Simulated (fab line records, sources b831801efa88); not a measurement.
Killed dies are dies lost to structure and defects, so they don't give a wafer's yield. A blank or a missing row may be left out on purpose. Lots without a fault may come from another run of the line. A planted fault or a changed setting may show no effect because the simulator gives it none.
A struck lot beside a sound one | flow sfq_line | 20 steps out of a route of 325
Sound: wafers L673.2, L673.5, L673.6. Struck: wafers L666.1, L666.2, L666.6. The cause comes at the end.
At each step with rows: each side's tool, then ch and its chambers, then its first start. Under that, the readings that differ: sound wafers | struck wafers | difference of the means | sigmas: that difference in standard deviations of wafers without a fault.
alike: readings whose means differ by less than 2 such deviations, and words and numbers that are the same on both sides. not compared: withheld readings, readings that some wafer has no value for, bounds like >300 that may hide the same value, and numbers for which the record gives no deviation and whose values overlap.
The two part at a step that has a row with sigmas, a row that says differs or no value, or rows on one side only. Numbers that don't overlap but have no deviation are shown without sigmas and don't part them. A reading that every wafer of one side lacks parts them only if that side has two wafers or more.

first, 3 steps without rows for these wafers: SFQ_TRILAYER_I2_VIA_LITHO_EXPOSE_068 (exposes mask I2, target cd 500 nm); SFQ_TRILAYER_I2_VIA_LITHO_PEB_070 (peb time 60 s); SFQ_TRILAYER_I2_VIA_LITHO_DEVELOP_069 (time 60 s).
SFQ_I2_OVL_MEAS_918:
  sound on overlay-01, day 42 20:35; struck on overlay-02, day 41 06:49
  alike: I2_OVL
SFQ_TRILAYER_I2_VIA_BARC_OPEN_VIA_ETCH_096: etches BARC in O2, target depth 125 nm, time 41.7 s.
  sound on rie_diel-03 ch 0,1, day 42 20:37; struck on rie_diel-04 ch 0,1,2, day 41 06:51
  alike: drypump_motor_current_A, oes_product_au
  not compared: rf_hours_counter_h
SFQ_TRILAYER_I2_VIA_ETCH_VIA_ETCH_070: etches SiO2 in CHF3, stops on Nb, target depth 260 nm.
  sound on rie_diel-03 ch 0,1, day 42 20:40; struck on rie_diel-04 ch 0,1,2, day 41 06:53
  alike: drypump_motor_current_A, oes_product_au
SFQ_TRILAYER_I2_VIA_STRIP_STRIP_071: strips in O2.
  sound on rie_metal-01 ch 0,1, day 42 20:46; struck on rie_metal-01 ch 0,1, day 41 07:00
  alike: drypump_motor_current_A, oes_product_au
  not compared: rf_hours_counter_h
then, 2 steps without rows for these wafers: SFQ_TRILAYER_I2_VIA_STRIP_SOLV_CLEAN_072 (cleans in NMP, time 600 s); SFQ_TRILAYER_M3_DEP_PRE_CLEAN_074 (time 22.5 s).
SFQ_TRILAYER_M3_DEP_SPUTTER_073: material Nb, target thk 200 nm, time 133.3 s.
  sound on pvd_sputter-03, day 42 21:35; struck on pvd_sputter-06, day 41 07:48
  alike: throttle_valve_pct
SFQ_M3_RS_MEAS_919: measures by four-point-probe.
  sound on film_metro-02, day 42 21:41; struck on film_metro-01, day 41 07:53
  alike: M3_NB_RS
SFQ_TRILAYER_M3_LITHO_COAT_080: resist thk 62 nm.
  sound on litho_track-02 ch 0, day 42 21:54; struck on litho_track-04 ch 0, day 41 08:04
  reading                                              | sound             | struck            | difference | sigmas
  model.BARC_of_TRILAYER_M3_LITHO_COAT_080.thk_nm (nm) | 62.38 62.18 62.43 | 59.89 59.92 59.93 | -2.42      |
  alike: chill_plate_temp_C
then, 5 steps without rows for these wafers: SFQ_TRILAYER_M3_LITHO_COAT_075 (resist thk 600 nm); SFQ_TRILAYER_M3_LITHO_SOFTBAKE_079; SFQ_TRILAYER_M3_LITHO_EXPOSE_076 (exposes mask M3, target cd 500 nm); SFQ_TRILAYER_M3_LITHO_PEB_078 (peb time 60 s); SFQ_TRILAYER_M3_LITHO_DEVELOP_077 (time 60 s).
-- the record jumps here: 6 days lie between the struck wafers' starts before and after --
SFQ_M3_OVL_MEAS_921:
  sound on overlay-02, day 48 22:14; struck on overlay-01, day 47 02:53
  alike: M3_OVL
SFQ_TRILAYER_M3_BARC_OPEN_METAL_ETCH_100: etches BARC in O2, target depth 125 nm, time 41.7 s.
  sound on rie_metal-03 ch 0,1, day 48 22:16; struck on rie_metal-02 ch 0,1, day 47 02:56
  reading                  | sound             | struck            | difference | sigmas
  oes_product_au (a.u.)    | 0.686 0.694 0.687 | 0.674 0.675 0.675 | -0.014     | -3
  model.etch.depth_nm (nm) | 62.38 62.18 62.43 | 59.89 59.92 59.93 | -2.42      |
  alike: drypump_motor_current_A
  not compared: rf_hours_counter_h
SFQ_TRILAYER_M3_ETCH_METAL_ETCH_078: etches Nb in Cl2/Ar, stops on SiO2, target depth 240 nm, time 120 s.
  sound on rie_metal-03 ch 0,1, day 48 22:19; struck on rie_metal-02 ch 0,1, day 47 02:59
  alike: drypump_motor_current_A, oes_product_au
  not compared: rf_hours_counter_h

WHERE THEY PART
Only at SFQ_TRILAYER_M3_BARC_OPEN_METAL_ETCH_100, within this record. Later steps at which nothing parts them and some readings are alike: SFQ_TRILAYER_M3_ETCH_METAL_ETCH_078.

WHY: what the simulator had put in
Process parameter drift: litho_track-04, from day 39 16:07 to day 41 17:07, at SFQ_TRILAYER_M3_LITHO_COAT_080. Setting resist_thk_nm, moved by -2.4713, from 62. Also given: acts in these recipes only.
